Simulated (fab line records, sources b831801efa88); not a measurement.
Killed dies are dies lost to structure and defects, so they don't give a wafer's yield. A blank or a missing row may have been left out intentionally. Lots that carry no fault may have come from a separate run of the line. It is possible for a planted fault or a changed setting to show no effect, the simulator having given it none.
fab line records | flow sky130
[record] lots = 13 wafers = 39 lastDay = 49
route steps=708 shown LDD_N@249 LI_CONTACT@385 VIA2@529 METAL3@565
lots that met no fault: from a run of the same line without faults
startH: start of the lot's first displayed wafer, in hours after the record's first day | waitH: how many hours have passed since the lot's step before this one | " unchanged from the row above | L1.1+2: several wafers, shown together as one row | - no value, or no start was given | * or withheld: withheld | < > ~ a bound
route shown NAME@n: names a module that has steps shown in the file, with the first one's number in the route | usual: average and standard deviation across the fault-free wafers | same: alike in all rows | chamber/n: place in a boat | sites: the reading at each site | _std_site: how widely they spread, as a standard deviation | _edge_site: the outer-site mean with the inner-site mean subtracted | radiusMm: for every site, how far away it sits from the centre of the wafer | mask NAME#n: copy n | behind: tool/chamber where the wafer was last shaped | hold: why the lot was held/for how many hours/how that ended | device: transistor that didn't switch, given as n, p or np | end of line: tests run on the same wafers once the route is complete | for a step that has no rows: nothing shown but its recipe | killed: dies that structure and defects cost at the first sort, which is not the same as the wafer's yield | map: a wafer's dies, marking killed ones x, the rest . and places with no die _
set.NAME: the setting as run; set.NAME@STEP: as run at that earlier step | model.NAME: the simulator's own value behind a step, which no gauge read
steps of the route over a sample of lots; a table a step, a row a wafer
services: the hour from which a tool's chamber was out of use, counted from the record's first day as startH (under 0 if before that day), plus the number of hours and why
[[steps]]
[step SKY_LDD_N_IMPLANT_12]
[recipe] species = BF2 energyKev = 50 doseCm2 = 5e+12 tiltDeg = 30 rotationDeg = 0
[usual] beamOnS = 9.97/0.19 faradayCurrentUA = 28.3/0.54
[same] implantIonAmu = 49
// columns lot.wafer tool chamber startH waitH beamOnS faradayCurrentUA
L286.4 implanter-01 0 415.88 0.1 9.71 29.1
L286.5 " 0 " " 10.17 27.7
L286.6 " 0 " " 10.21 27.6
L287.1 implanter-03 0 415.95 0.1 10.17 27.8
L287.3 " 0 " " 9.94 28.3
L287.5 " 0 " " 9.99 28.2
L288.3 implanter-03 0 434.44 0.1 10.09 28.0
L288.5 " 0 " " 10.02 28.2
L288.6 " 0 " " 10.07 28.1
L289.1 implanter-01 0 434.55 0.1 9.97 28.4
L289.4 " 0 " " 9.86 28.6
L289.5 " 0 " " 9.71 29.0
L290.1 implanter-03 0 455.60 0.1 9.94 28.4
L290.3 " 0 " " 9.65 29.2
L290.5 " 0 " " 9.68 29.1
L291.2 implanter-02 0 461.62 0.1 10.13 27.8
L291.3 " 0 " " 10.14 27.8
L291.6 " 0 " " 10.21 27.5
L294.2 implanter-02 0 477.28 0.1 9.97 28.3
L294.4 " 0 " " 10.21 27.7
L294.6 " 0 " " 9.89 28.4
L293.1 implanter-01 0 480.45 0.1 10.03 28.0
L293.3 " 0 " " 9.97 28.2
L293.6 " 0 " " 9.58 29.4
L295.1 implanter-03 0 503.90 0.1 10.25 27.4
L295.5 " 0 " " 9.89 28.6
L295.6 " 0 " " 10.00 28.1
L296.1 implanter-02 0 509.50 0.1 9.80 28.8
L296.5 " 0 " " 10.00 28.1
L296.6 " 0 " " 10.10 27.9
L300.2 implanter-03 0 539.97 0.1 14.58 19.4
L300.4 " 0 " " 13.99 20.1
L300.5 " 0 " " 14.17 19.9
L301.1 implanter-03 0 550.79 0.1 13.93 20.3
L301.4 " 0 " " 14.56 19.4
L301.6 " 0 " " 13.81 20.5
L303.1 implanter-01 0 556.29 0.1 10.06 28.1
L303.5 " 0 " " 9.76 29.0
L303.6 " 0 " " 10.00 28.3
[step SKY_LI_CONTACT_THK_MEAS_23]
[recipe] thkMeasGauge = xrf reads = W_of_LI_CONTACT_CVD_21
[usual] LI_CONTACT_W_THK = 406/11
// columns lot.wafer tool chamber startH waitH LI_CONTACT_W_THK[nm]
L286.4 filmMetro-02 - 688.82 0.1 402
L286.5 " - " " 393
L286.6 " - " " 408
L287.1 filmMetro-01 - 690.78 0.1 413
L287.3 " - " " 418
L287.5 " - " " 409
L288.3 filmMetro-02 - 707.60 0.1 407
L288.5 " - " " 414
L288.6 " - " " 402
L289.1 filmMetro-03 - 708.63 0.1 407
L289.4 " - " " 408
L289.5 " - " " 401
L290.1 filmMetro-02 - 723.83 0.1 388
L290.3 " - " " 383
L290.5 " - " " 387
L291.2 filmMetro-03 - 727.09 0.1 412
L291.3 " - " " 407
L291.6 " - " " 412
L294.2 filmMetro-03 - 754.33 0.1 412
L294.4 " - " " 427
L294.6 " - " " 423
L293.1 filmMetro-02 - 755.64 0.1 403
L293.3 " - " " 420
L293.6 " - " " 404
L295.1 filmMetro-03 - 766.13 0.1 422
L295.5 " - " " 438
L295.6 " - " " 420
L296.1 filmMetro-01 - 769.45 0.1 409
L296.5 " - " " 418
L296.6 " - " " 399
L300.2 filmMetro-01 - 797.65 0.1 395
L300.4 " - " " 394
L300.5 " - " " 397
L301.1 filmMetro-02 - 805.75 0.1 404
L301.4 " - " " 402
L301.6 " - " " 419
L303.1 filmMetro-03 - 809.63 0.1 432
L303.5 " - " " 411
L303.6 " - " " 430
[step SKY_VIA2_RS_MEAS_22]
[recipe] thkMeasGauge = four-point-probe reads = W_of_VIA2_CVD_21+TiN_of_VIA2_SPUTTER_20
[usual] VIA2_W_RS = 0.271/0.0059
// columns lot.wafer tool chamber startH waitH VIA2_W_RS[ohm/sq]
L286.4 filmMetro-03 - 859.47 0.1 0.262
L286.5 " - " " 0.274
L286.6 " - " " 0.263
L287.1 filmMetro-04 - 862.36 0.1 0.278
L287.3 " - " " 0.278
L287.5 " - " " 0.278
L288.3 filmMetro-04 - 877.62 0.1 0.274
L288.5 " - " " 0.272
L288.6 " - " " 0.272
L289.1 filmMetro-04 - 878.53 0.1 0.275
L289.4 " - " " 0.273
L289.5 " - " " 0.275
L290.1 filmMetro-04 - 892.91 0.1 0.276
L290.3 " - " " 0.271
L290.5 " - " " 0.273
L291.2 filmMetro-03 - 895.13 0.1 0.276
L291.3 " - " " 0.277
L291.6 " - " " 0.277
L294.2 filmMetro-04 - 919.89 0.1 0.279
L294.4 " - " " 0.273
L294.6 " - " " 0.276
L293.1 filmMetro-04 - 923.52 0.1 0.276
L293.3 " - " " 0.269
L293.6 " - " " 0.279
L295.1 filmMetro-03 - 932.21 0.1 0.275
L295.5 " - " " 0.274
L295.6 " - " " 0.272
L296.1 filmMetro-01 - 933.33 0.1 0.274
L296.5 " - " " 0.268
L296.6 " - " " 0.277
L300.2 filmMetro-01 - 962.54 0.1 0.270
L300.4 " - " " 0.272
L300.5 " - " " 0.278
L301.1 filmMetro-01 - 968.70 0.1 0.274
L301.4 " - " " 0.274
L301.6 " - " " 0.271
L303.1 filmMetro-03 - 973.07 0.1 0.259
L303.5 " - " " 0.276
L303.6 " - " " 0.261
[step SKY_METAL3_DESCUM_15]
[recipe] chemistry = O2 sourcePowerW = 150 biasPowerW = 0 pressureMtorr = 10 tempC = 40 timeS = 8
[usual] drypumpMotorCurrentA = 5.4/0.34 oesProductAu = 0.996/0.014 rfFwdPowerW = 146.8/0.54 tempC = 40.01/0.12
// columns lot.wafer tool chamber startH waitH drypumpMotorCurrentA oesProductAu rfFwdPowerW rfHoursCounterH tempC
L286.4 rieMetal-01 0 912.73 0.0 5.6 0.997 145.9 - 40.06
L286.5 " 0 " " 5.6 0.990 146.6 - 40.37
L286.6 " 1 " " 5.2 1.012 147.2 - 40.11
L287.1 rieMetal-01 1 913.58 0.0 5.2 1.011 147.7 17 40.05
L287.3 " 0 " " 5.6 0.993 146.8 - 39.81
L287.5 " 0 " " 5.6 0.989 147.7 - 39.83
L288.3 rieMetal-01 0 928.70 0.0 5.6 0.995 146.8 - 39.98
L288.5 " 0 " " 5.6 0.992 146.5 - 40.01
L288.6 " 0 " " 5.6 0.997 146.7 - 39.97
L289.1 rieMetal-01 0 929.42 0.0 5.6 0.987 146.0 8 40.09
L289.4 " 0 " " 5.6 0.978 145.5 - 40.06
L289.5 " 0 " " 5.5 0.988 145.9 - 39.95
L290.1 rieMetal-01 0 944.67 0.0 5.5 1.000 146.8 8 40.17
L290.3 " 0 " " 5.5 0.992 146.6 - 40.12
L290.5 " 0 " " 5.5 0.992 145.9 - 39.99
L291.2 rieMetal-04 1 946.82 0.0 5.2 0.996 146.5 4 39.81
L291.3 " 1 " " 5.2 0.990 146.8 - 39.93
L291.6 " 1 " " 5.2 0.993 147.2 - 39.80
L294.2 rieMetal-04 0 971.57 0.0 5.6 0.997 147.1 2 40.15
L294.4 " 0 " " 5.6 1.007 146.5 - 40.08
L294.6 " 0 " " 5.6 0.993 146.7 - 40.24
L293.1 rieMetal-02 0 973.73 0.0 6.3 0.990 146.5 4 39.71
L293.3 " 0 " " 6.3 0.991 146.4 - 39.79
L293.6 " 1 " " 5.0 0.981 145.9 - 39.82
L295.1 rieMetal-04 0 982.42 0.0 5.6 0.998 146.4 3 40.07
L295.5 " 1 " " 5.2 0.997 146.8 - 40.05
L295.6 " 0 " " 5.6 1.008 146.6 - 39.99
L296.1 rieMetal-01 1 983.07 0.0 5.1 1.014 146.6 2 40.02
L296.5 " 0 " " 5.5 0.978 147.2 - 40.02
L296.6 " 1 " " 5.1 1.016 147.7 - 40.20
L300.2 rieMetal-01 1 1010.67 0.0 5.1 1.028 146.2 3 39.97
L300.4 " 0 " " 5.6 0.991 146.9 - 40.08
L300.5 " 0 " " 5.6 0.995 147.2 - 40.10
L301.1 rieMetal-01 0 1017.18 0.0 5.5 0.987 146.5 12 40.17
L301.4 " 0 " " 5.5 0.976 147.2 - 39.97
L301.6 " 0 " " 5.6 0.984 146.6 - 40.02
L303.1 rieMetal-01 0 1021.12 0.0 5.6 0.987 146.8 12 40.13
L303.5 " 1 " " 5.2 1.015 146.6 - 40.15
L303.6 " 0 " " 5.6 0.983 146.6 - 40.18
[[services]]
// columns tool chamber startH hours kind
implanter-03 - 467.03 2.9 repair
implanter-03 - 467.85 12.9 repair
implanter-03 - 480.49 2.9 repair
implanter-03 - 508.97 2.8 repair
rieMetal-01 0 520.44 5.2 repair
rieMetal-01 1 521.42 14.3 repair
implanter-01 - 546.55 6.4 repair
rieMetal-01 1 617.68 4.8 repair
implanter-01 - 638.06 7.6 repair
rieMetal-01 1 643.97 5.3 repair
implanter-01 - 660.36 6.4 pm
implanter-03 - 696.08 3.7 repair
implanter-03 - 699.76 2.9 pm
rieMetal-01 1 738.60 9.6 repair
implanter-01 - 759.83 2.2 repair
implanter-01 - 774.24 0.7 repair
implanter-01 - 812.40 1.4 repair
implanter-01 - 865.17 3.9 pm
rieMetal-01 0 872.09 14.4 repair
implanter-01 - 876.01 3.7 repair
rieMetal-01 - 896.59 2.8 pm
implanter-01 - 921.76 2.7 repair
implanter-01 - 949.79 2.0 repair
implanter-03 - 1008.77 10.0 pm
[[key]]
[firstSign] step = SKY_LDD_N_IMPLANT_12 reading = beamOnS direction = up sigmas = 22 usual = 9.97 struck = 14.17
[effect] step = SKY_LDD_N_IMPLANT_12 reading = faradayCurrentUA direction = down sigmas = 15 usual = 28.3 struck = 19.9
metAt SKY_LDD_N_IMPLANT_12
struckLots L300,L301
testerLeftOut L300,L301
notActingAt SKY_LI_CONTACT_THK_MEAS_23,SKY_VIA2_RS_MEAS_22,SKY_METAL3_DESCUM_15
onsetBetween 503.90 539.97
[fault] kind = processParameterDrift tool = implanter-03 chamber = - onsetH = 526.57 steps = SKY_LDD_N_IMPLANT_12 channel = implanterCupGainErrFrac offset = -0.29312 shape = step endH = 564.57
// testerLeftOut: of these lots the tester's yield and bins aren't shown, on N5 and GAA mostly nor the transistor test; their killed dies are dies lost to structure and defects alone, not to doping, threshold or leakage, so they don't give the yield
